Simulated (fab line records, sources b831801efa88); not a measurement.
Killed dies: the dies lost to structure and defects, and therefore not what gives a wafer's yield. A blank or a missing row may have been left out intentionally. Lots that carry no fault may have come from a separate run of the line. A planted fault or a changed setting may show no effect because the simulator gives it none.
fab line records	flow sky130
[record] lots = 6	wafers = 18	last-day = 51
route steps=708 shown SD_N@350 SD_P@359 RES_XHIGH@360 SALICIDE@361 LI_CONTACT@362 PAD_OPEN@708
lots with no fault: from the same line, run without faults
start-h: hours from the record's opening day to when the first of the lot's shown wafers began	wait-h: how many hours have passed since the lot's step before this one	" same as the row above	L1.1+2: several wafers, shown together as one row	- no value present, or no start provided	* or withheld: withheld	< > ~ a bound
route shown NAME@n: NAME is a module with steps in the file, n the number in the route of the first one	usual: the fault-free wafers' mean and standard deviation	same: alike in all rows	chamber/n: place in a boat	sites: per-site readings	_std_site: the values' standard deviation	_edge_site: outer sites' mean less inner sites'	radius-mm: how far each site lies from the wafer's centre	mask NAME#n: copy n	behind: tool/chamber where the wafer was last shaped	hold: what put the lot on hold/how long, in hours/how the hold closed	device: names the non-switching transistor (n, p or np)	end of line: the tests these same wafers got at the end of their route	step lacking rows: just its recipe	killed: count of dies lost to structure and defects at first sort (not the wafer's yield)	map: dies across one wafer; x = killed, . = not, _ = none there
set.NAME: the setting as run; set.NAME@STEP: as run at that earlier step	model.NAME: the simulator's own value behind a step, which no gauge read
certain route steps with their lots: each step a table, each wafer a row
services: when a tool's chamber went out of use (start-h, in hours from the record's first day, below 0 if earlier), for how many hours, and the reason
[[steps]]
[step SKY_SD_N_OVL_MEAS_08]
[usual] SD_N_OVL = 1.9/1.3
lot.wafer	tool	chamber	start-h	wait-h	SD_N_OVL[nm]
L418.3	overlay-01	-	692.27	0.1	1.1
L418.5	"	-	"	"	2.2
L418.6	"	-	"	"	1.7
L423.1	overlay-02	-	731.11	0.1	1.7
L423.4	"	-	"	"	1.3
L423.5	"	-	"	"	3.9
L427.1	overlay-02	-	770.94	0.1	2.6
L427.4	"	-	"	"	2.4
L427.6	"	-	"	"	4.5
L429.1	overlay-02	-	783.35	0.1	1.0
L429.2	"	-	"	"	0.5
L429.5	"	-	"	"	-1.1
L435.2	overlay-01	-	852.94	0.1	1.3
L435.4	"	-	"	"	3.7
L435.5	"	-	"	"	2.6
L436.3	overlay-01	-	853.85	0.1	3.8
L436.4	"	-	"	"	3.0
L436.5	"	-	"	"	3.9
[step SKY_SD_N_IMPLANT_09]
[recipe] species = As	energy-kev = 50	dose-cm2 = 4e+15	tilt-deg = 0
[step SKY_SD_N_IMPLANT_10]
[recipe] species = P	energy-kev = 20	dose-cm2 = 1e+14	tilt-deg = 0
[step SKY_SD_N_STRIP_11]
[recipe] chemistry = O2/N2	power-w = 1400	pressure-mtorr = 1500	platen-temp-c = withheld	o2-flow-sccm = 3000	n2-flow-sccm = 300	overash-fraction = 0.5
[usual] drypump-motor-current-A = 6.03/0.25	oes-product-au = 0.527/0.0045	strip-time-to-endpoint-s = 22.53/0.042
lot.wafer	tool	chamber	start-h	wait-h	drypump-motor-current-A	oes-product-au	rf-hours-counter-h	strip-time-to-endpoint-s
L418.3	plasma-asher-01	1	692.63	0.1	5.97	0.525	-	22.48
L418.5	"	1	"	"	5.95	0.534	-	22.45
L418.6	"	0	"	"	5.81	0.527	-	22.45
L423.1	plasma-asher-04	1	731.44	0.1	5.78	0.532	91	22.51
L423.4	"	1	"	"	5.81	0.526	-	22.55
L423.5	"	0	"	"	6.38	0.531	-	22.55
L427.1	plasma-asher-04	0	771.27	0.1	6.38	0.527	96	22.60
L427.4	"	0	"	"	6.36	0.532	-	22.60
L427.6	"	1	"	"	5.79	0.526	-	22.59
L429.1	plasma-asher-01	0	783.69	0.1	5.81	0.524	32	22.55
L429.2	"	1	"	"	5.98	0.533	32	22.54
L429.5	"	0	"	"	5.82	0.530	-	22.56
L435.2	plasma-asher-01	0	853.27	0.1	5.80	0.527	39	22.50
L435.4	"	1	"	"	6.00	0.520	-	22.53
L435.5	"	0	"	"	5.80	0.530	-	22.47
L436.3	plasma-asher-01	1	854.21	0.1	6.00	0.527	-	22.58
L436.4	"	0	"	"	5.82	0.533	-	22.56
L436.5	"	1	"	"	5.98	0.528	-	22.51
[step SKY_SD_N_TW_MEAS_12]
[usual] SD_N_TW = 3964/45
lot.wafer	tool	chamber	start-h	wait-h	SD_N_TW
L418.3	film-metro-04	-	692.71	0.1	3952
L418.5	"	-	"	"	3946
L418.6	"	-	"	"	3939
L423.1	film-metro-02	-	731.54	0.1	4040
L423.4	"	-	"	"	4039
L423.5	"	-	"	"	4040
L427.1	film-metro-02	-	771.37	0.1	3988
L427.4	"	-	"	"	3992
L427.6	"	-	"	"	3996
L429.1	film-metro-02	-	783.79	0.1	3976
L429.2	"	-	"	"	3972
L429.5	"	-	"	"	3961
L435.2	film-metro-03	-	853.38	0.1	3930
L435.4	"	-	"	"	3942
L435.5	"	-	"	"	3922
L436.3	film-metro-03	-	854.29	0.1	3945
L436.4	"	-	"	"	3942
L436.5	"	-	"	"	3956
[step SKY_SD_N_CLEAN_13]
[recipe] chemistry = SC1/SC2	mix = 1:4:20	temp-c = 70	time-s = 150	dry = n2-spin
[step SKY_SD_N_RTA_14]
[recipe] temp-c = 1075	time-s = 2	idle-temp-c = 650	ramp-up-c-per-s = 150	ramp-down-c-per-s = 90	ambient = N2
[usual] lamp-power-pct = 15.74/0.052	wafer_temp_C_max = 1078.1/1.2
lot.wafer	tool	chamber	start-h	wait-h	lamp-power-pct	wafer_temp_C_max
L418.3	rtp-anneal-02	0	692.83	0.0	15.77	1079.1
L418.5	"	0	"	"	15.76	1078.5
L418.6	"	0	"	"	15.73	1079.4
L423.1	rtp-anneal-01	0	731.66	0.0	15.78	1077.2
L423.4	"	0	"	"	15.68	1077.4
L423.5	"	0	"	"	15.76	1076.7
L427.1	rtp-anneal-01	0	771.48	0.0	15.73	1076.9
L427.4	"	0	"	"	15.70	1078.8
L427.6	"	0	"	"	15.76	1075.6
L429.1	rtp-anneal-01	0	783.90	0.0	15.78	1078.9
L429.2	"	0	"	"	15.70	1080.3
L429.5	"	0	"	"	15.65	1078.5
L435.2	rtp-anneal-02	0	853.49	0.0	15.76	1077.0
L435.4	"	0	"	"	15.79	1076.1
L435.5	"	0	"	"	15.79	1079.7
L436.3	rtp-anneal-01	0	854.40	0.0	15.87	1078.3
L436.4	"	0	"	"	15.72	1079.0
L436.5	"	0	"	"	15.79	1076.6
[step SKY_SD_N_RS_MEAS_16]
[recipe] thk-meas-gauge = four-point-probe
[usual] SD_N_RS = 68.59/0.12
lot.wafer	tool	chamber	start-h	wait-h	SD_N_RS[ohm/sq]
L418.3	film-metro-02	-	693.02	0.1	68.55
L418.5	"	-	"	"	68.49
L418.6	"	-	"	"	68.60
L423.1	film-metro-04	-	731.83	0.1	68.76
L423.4	"	-	"	"	68.62
L423.5	"	-	"	"	68.71
L427.1	film-metro-03	-	771.66	0.1	68.60
L427.4	"	-	"	"	68.67
L427.6	"	-	"	"	68.65
L429.1	film-metro-04	-	784.08	0.1	68.62
L429.2	"	-	"	"	68.57
L429.5	"	-	"	"	68.65
L435.2	film-metro-03	-	853.68	0.1	68.50
L435.4	"	-	"	"	68.54
L435.5	"	-	"	"	68.47
L436.3	film-metro-03	-	854.60	0.1	68.45
L436.4	"	-	"	"	68.30
L436.5	"	-	"	"	68.49
[step SKY_SD_N_RS_MEAS_17]
[recipe] thk-meas-gauge = four-point-probe
[usual] SD_P_RS = 147.1/0.4
lot.wafer	tool	chamber	start-h	wait-h	SD_P_RS[ohm/sq]
L418.3	film-metro-02	-	693.14	0.1	147.2
L418.5	"	-	"	"	146.8
L418.6	"	-	"	"	147.1
L423.1	film-metro-04	-	731.95	0.1	147.3
L423.4	"	-	"	"	147.3
L423.5	"	-	"	"	147.1
L427.1	film-metro-03	-	771.78	0.1	147.5
L427.4	"	-	"	"	147.8
L427.6	"	-	"	"	147.5
L429.1	film-metro-04	-	784.20	0.1	147.5
L429.2	"	-	"	"	147.4
L429.5	"	-	"	"	147.7
L435.2	film-metro-03	-	853.80	0.1	147.1
L435.4	"	-	"	"	146.5
L435.5	"	-	"	"	147.1
L436.3	film-metro-03	-	854.72	0.1	146.5
L436.4	"	-	"	"	146.5
L436.5	"	-	"	"	146.8
[step SKY_SD_N_RS_MEAS_18]
[recipe] thk-meas-gauge = four-point-probe
[usual] RES_XHIGH_RS = 333.1/1.2
lot.wafer	tool	chamber	start-h	wait-h	RES_XHIGH_RS[ohm/sq]
L418.3	film-metro-02	-	693.26	0.1	332.7
L418.5	"	-	"	"	333.1
L418.6	"	-	"	"	333.7
L423.1	film-metro-04	-	732.07	0.1	333.5
L423.4	"	-	"	"	336.4
L423.5	"	-	"	"	333.2
L427.1	film-metro-03	-	771.90	0.1	332.2
L427.4	"	-	"	"	331.8
L427.6	"	-	"	"	331.9
L429.1	film-metro-04	-	784.32	0.1	333.8
L429.2	"	-	"	"	333.8
L429.5	"	-	"	"	332.8
L435.2	film-metro-03	-	853.92	0.1	332.2
L435.4	"	-	"	"	332.1
L435.5	"	-	"	"	332.7
L436.3	film-metro-03	-	854.84	0.1	333.4
L436.4	"	-	"	"	333.8
L436.5	"	-	"	"	333.1
[step SKY_SALICIDE_CLEAN_00]
[recipe] chemistry = HF-last	time-s = 30	dilution = 100:1	dry = ipa-marangoni
[step SKY_LI_CONTACT_HDPCVD_00]
[recipe] material = PSG	target-thk-nm = 930	sigma-open-frac = 0.3	time-s = 155	temp-c = 600	sih4-flow-sccm = 60	pressure-mtorr = 6
[usual] sih4-flow-sccm = 60.02/0.19
lot.wafer	tool	chamber	start-h	wait-h	sih4-flow-sccm	model.PSG_of_LI_CONTACT_HDPCVD_00.thk-nm
L418.3	hdpcvd-02	2	693.36	0.0	60.10	931.5
L418.5	"	2	"	"	60.41	942.4
L418.6	"	0	"	"	59.79	930.3
L423.1	hdpcvd-02	1	732.21	0.0	60.03	927.1
L423.4	"	2	"	"	59.70	930.7
L423.5	"	0	"	"	60.01	933.7
L427.1	hdpcvd-02	1	772.03	0.0	48.11	763.7
L427.4	"	0	"	"	48.01	749.1
L427.6	"	2	"	"	48.04	757.3
L429.1	hdpcvd-02	2	784.45	0.0	48.12	734.6
L429.2	"	1	"	"	48.02	742.9
L429.5	"	0	"	"	47.52	746.3
L435.2	hdpcvd-01	1	854.03	0.0	59.94	922.3
L435.4	"	0	"	"	60.11	927.8
L435.5	"	2	"	"	59.95	929.4
L436.3	hdpcvd-02	2	854.93	0.0	60.20	938.3
L436.4	"	0	"	"	59.93	920.7
L436.5	"	2	"	"	60.07	927.9
[step SKY_LI_CONTACT_THK_MEAS_01]
[recipe] reads = PSG_of_LI_CONTACT_HDPCVD_00
[usual] LI_CONTACT_HDPCVD_THK = 931/8.3
lot.wafer	tool	chamber	start-h	wait-h	LI_CONTACT_HDPCVD_THK[nm]
L418.3	film-metro-03	-	693.48	0.1	932
L418.5	"	-	"	"	942
L418.6	"	-	"	"	930
L423.1	film-metro-03	-	732.31	0.1	926
L423.4	"	-	"	"	931
L423.5	"	-	"	"	934
L427.1	film-metro-04	-	772.14	0.1	763
L427.4	"	-	"	"	749
L427.6	"	-	"	"	757
L429.1	film-metro-02	-	784.56	0.1	735
L429.2	"	-	"	"	743
L429.5	"	-	"	"	746
L435.2	film-metro-02	-	854.15	0.1	923
L435.4	"	-	"	"	928
L435.5	"	-	"	"	930
L436.3	film-metro-03	-	855.06	0.1	938
L436.4	"	-	"	"	921
L436.5	"	-	"	"	927
[step SKY_LI_CONTACT_CMP_02]
[recipe] material = PSG	down-force-psi = 4	platen-rpm = 60	pad-velocity-m-s = 0.94248
[usual] motor-current-A = 12.4/1.3	time-to-endpoint-s = 33.6/2.5
lot.wafer	tool	chamber	start-h	wait-h	motor-current-A	time-to-endpoint-s
L418.3	cmp-02	2	693.57	0.1	10.7	29.6
L418.5	"	1	"	"	13.2	32.3
L418.6	"	2	"	"	10.6	28.8
L423.1	cmp-02	0	732.47	0.1	13.0	35.8
L423.4	"	1	"	"	12.6	31.9
L423.5	"	3	"	"	12.4	32.9
L427.4	cmp-01	1	772.20	0.0	14.2	14.4
L427.1	"	2	"	"	13.3	16.0
L427.6	"	2	"	"	12.9	12.4
L429.1	cmp-02	1	784.62	0.1	12.6	13.6
L429.2	"	3	"	"	11.7	12.5
L429.5	"	2	"	"	10.0	12.6
L435.2	cmp-02	2	854.30	0.1	10.9	31.3
L435.4	"	3	"	"	12.0	36.8
L435.5	"	0	"	"	12.0	38.7
L436.3	cmp-02	2	855.15	0.1	10.9	31.6
L436.4	"	0	"	"	11.9	33.2
L436.5	"	2	"	"	10.4	30.2
[step SKY_LI_CONTACT_BOW_MEAS_03]
[recipe] mode = bow
[usual] LI_CONTACT_BOW = 56/6.5
lot.wafer	tool	chamber	start-h	wait-h	LI_CONTACT_BOW[um]
L418.3	film-metro-04	-	693.86	0.2	58
L418.5	"	-	"	"	53
L418.6	"	-	"	"	59
L423.1	film-metro-02	-	732.67	0.1	59
L423.4	"	-	"	"	45
L423.5	"	-	"	"	58
L427.1	film-metro-03	-	772.50	0.2	43
L427.4	"	-	"	"	49
L427.6	"	-	"	"	69
L429.1	film-metro-02	-	784.92	0.2	59
L429.2	"	-	"	"	51
L429.5	"	-	"	"	47
L435.2	film-metro-02	-	854.52	0.2	57
L435.4	"	-	"	"	46
L435.5	"	-	"	"	60
L436.3	film-metro-04	-	855.44	0.2	57
L436.4	"	-	"	"	68
L436.5	"	-	"	"	55
[step SKY_PAD_OPEN_PROBE_99]
[usual] killed_at_M0_to_M3 = 43/6.8	killed_at_M4_up = 3.1/1.8	killed-at-contacts = 25/5.8	killed-at-front-end = 15/4.2	killed-at-other = 0.3/0.5	killed-dies = 87/9.7	killed-on-rim = 17/4.1	killed-open = 47/7.3	killed-short = 39/6.6
[same] gross-dies = 492	killed-at-back-side = 0
lot.wafer	tool	chamber	start-h	wait-h	killed_at_M0_to_M3	killed_at_M4_up	killed-at-contacts	killed-at-front-end	killed-at-other	killed-dies	killed-on-rim	killed-open	killed-short
L429.1	prober-02	-	1175.49	0.1	40	5	23	13	0	81	14	52	29
L429.2	prober-02	-	1175.54	0.1	32	4	27	16	0	79	16	49	30
L429.5	prober-02	-	1175.69	0.2	39	4	29	14	0	86	18	35	51
// killed by level:class
L429.1 VIA1:geometric-particle:open=11 VIA3:geometric-particle:open=8 CONTACT:geometric-particle:open=8 LI_CONTACT:geometric-particle:open=5 CONTACT:geometric-particle:short=5 FIELD_ISO:geometric-particle:open=4 METAL1:geometric-particle:short=4 VIA1:geometric-particle:short=4
L429.2 LI_CONTACT:geometric-particle:open=13 CONTACT:geometric-particle:short=8 VIA1:geometric-particle:open=8 CONTACT:geometric-particle:open=6 VIA1:geometric-particle:short=6 FIELD_ISO:geometric-particle:open=5 VIA3:geometric-particle:open=5 POLY_GATE:geometric-particle:short=4
L429.5 VIA1:geometric-particle:open=7 LI_CONTACT:geometric-particle:open=7 VIA1:geometric-particle:short=7 LI_CONTACT:geometric-particle:short=6 CONTACT:geometric-particle:short=6 METAL2:geometric-particle:short=6 POLY_GATE:geometric-particle:open=5 CONTACT:geometric-particle:open=5
[[services]]
tool	chamber	start-h	hours	kind
cmp-02	-	679.62	0.3	repair
cmp-02	-	690.05	3.4	pm
cmp-01	-	710.28	4.2	repair
cmp-01	-	713.53	0.2	repair
hdpcvd-02	-	722.56	1.2	repair
plasma-asher-01	-	732.68	15.6	pm
cmp-02	-	736.40	2.8	repair
cmp-02	-	744.05	4.0	pm
cmp-02	-	748.05	-	consumable-replace:conditioner
hdpcvd-01	-	753.47	3.0	repair
cmp-01	-	753.75	0.5	repair
cmp-01	-	754.23	2.7	repair
hdpcvd-01	-	756.11	0.4	repair
plasma-asher-01	-	756.93	2.8	pm
rtp-anneal-02	-	758.50	0.8	pm
cmp-02	-	777.26	5.2	pm
plasma-asher-04	-	787.98	3.2	repair
rtp-anneal-02	-	788.74	6.7	pm
cmp-02	-	809.74	2.5	repair
plasma-asher-04	-	825.93	1.8	repair
cmp-01	-	843.77	1.6	repair
hdpcvd-01	1	846.22	5.1	repair
cmp-01	-	848.98	0.4	repair
cmp-01	-	850.55	4.6	pm
[[key]]
[first-sign] step = SKY_LI_CONTACT_HDPCVD_00	reading = sih4-flow-sccm	direction = down	sigmas = 64	usual = 60.02	struck = 47.97
[effect] step = SKY_LI_CONTACT_THK_MEAS_01	reading = LI_CONTACT_HDPCVD_THK	direction = down	sigmas = 22	usual = 931	struck = 749
[effect] step = SKY_LI_CONTACT_CMP_02	reading = time-to-endpoint-s	direction = down	sigmas = 7.9	usual = *	struck = *
[model-effect] step = SKY_LI_CONTACT_HDPCVD_00	value = PSG_of_LI_CONTACT_HDPCVD_00.thk-nm	without = 935	struck = 749
met-at SKY_LI_CONTACT_HDPCVD_00
struck-wafers L427.1,L427.4,L427.6,L429.1,L429.2,L429.5
tester-left-out L427,L429
onset-between 732.21 772.03
[fault] kind = process-parameter-drift	tool = hdpcvd-02	chamber = -	onset-h = 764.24	steps = SKY_LI_CONTACT_HDPCVD_00	channel = sih4-flow-sccm	offset = -12	shape = step	end-h = 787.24	acts-in = these-recipes-only	stated = 60
// tester-left-out: of these lots the tester's yield and bins aren't shown, on N5 and GAA mostly nor the transistor test; their killed dies are dies lost to structure and defects alone, not to doping, threshold or leakage, so they don't give the yield
